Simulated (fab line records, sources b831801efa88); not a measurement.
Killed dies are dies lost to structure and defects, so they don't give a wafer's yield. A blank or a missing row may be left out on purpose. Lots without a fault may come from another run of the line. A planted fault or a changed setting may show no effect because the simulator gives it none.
One fault seen from 2 desks | flow sky130 | each desk has only its own numbers; what lay behind them comes last

THE METROLOGY DESK
What the gauges read, lot by lot, whatever tool the lot ran on: means of the sampled wafers that have a number. A lot is out of limits, marked OUT, if its mean lies more than 4 standard deviations from the usual mean; the brackets give that distance.
Columns: A = SONOS_ONO_OVL at SKY_SONOS_ONO_OVL_MEAS_14, usual -0.5 nm; B = LI_CONTACT_OVL at SKY_LI_CONTACT_OVL_MEAS_13, usual -5 nm; C = cd_nm at SKY_VIA1_CD_MEAS_12, usual 150.3 nm
lot  | first seen here | A    | B   | C
L818 | day 12 14:34    | -0.1 | -11 | 147.9
L819 | day 12 17:40    | 0.2  | -1  | 150.6
L821 | day 13 10:49    | -0.5 | -5  | 153.6
L822 | day 13 20:25    | -2.8 | -9  | 151.7
L824 | day 14 11:49    | -1.3 | -16 | 153.4
L826 | day 15 08:28    | -1.3 | -6  | 148.5
L828 | day 16 01:14    | 2.2  | -8  | 149.8
L827 | day 16 02:31    | 0.5  | -2  | 152.1
L830 | day 17 06:19    | -0.2 | -3  | 148.3
L831 | day 18 04:31    | -1.1 | 2   | 147.4
L836 | day 19 01:46    | -1.5 | 3   | 151.8
L837 | day 19 11:40    | 2.3  | 3   | 151.2
L840 | day 20 07:52    | -0.5 | 3   | 153.0
L841 | day 20 15:49    | -0.8 | -9  | 147.4
This desk's finding: nothing out of limits on any of the 14 lots.

THE TOOL OWNER'S DESK: litho_track-02
The tool's own readings at SKY_LDD_P_DEVELOP_06 (develop time 60 s): means of the sampled wafers that have a number, for each lot that ran on this tool. A lot is out of limits, marked OUT, if its mean lies more than 4 standard deviations from the usual mean; the brackets give that distance.
Columns: A = chill_plate_temp_C at SKY_LDD_P_DEVELOP_06, usual 23.00 C
lot  | first seen here | A
L821 | day 19 23:02    | 22.97
L822 | day 20 06:53    | 23.02
L826 | day 22 00:38    | 23.18
L836 | day 25 20:38    | 23.00
L837 | day 26 05:29    | 23.03
L840 | day 26 23:59    | 22.83
L841 | day 27 06:32    | 22.96
This desk's finding: nothing out of limits on any of the 7 lots.

PUT TOGETHER
The metrology desk saw nothing out of limits.
The tool owner's desk saw nothing out of limits.

WHAT THE SIMULATOR HAD PUT IN
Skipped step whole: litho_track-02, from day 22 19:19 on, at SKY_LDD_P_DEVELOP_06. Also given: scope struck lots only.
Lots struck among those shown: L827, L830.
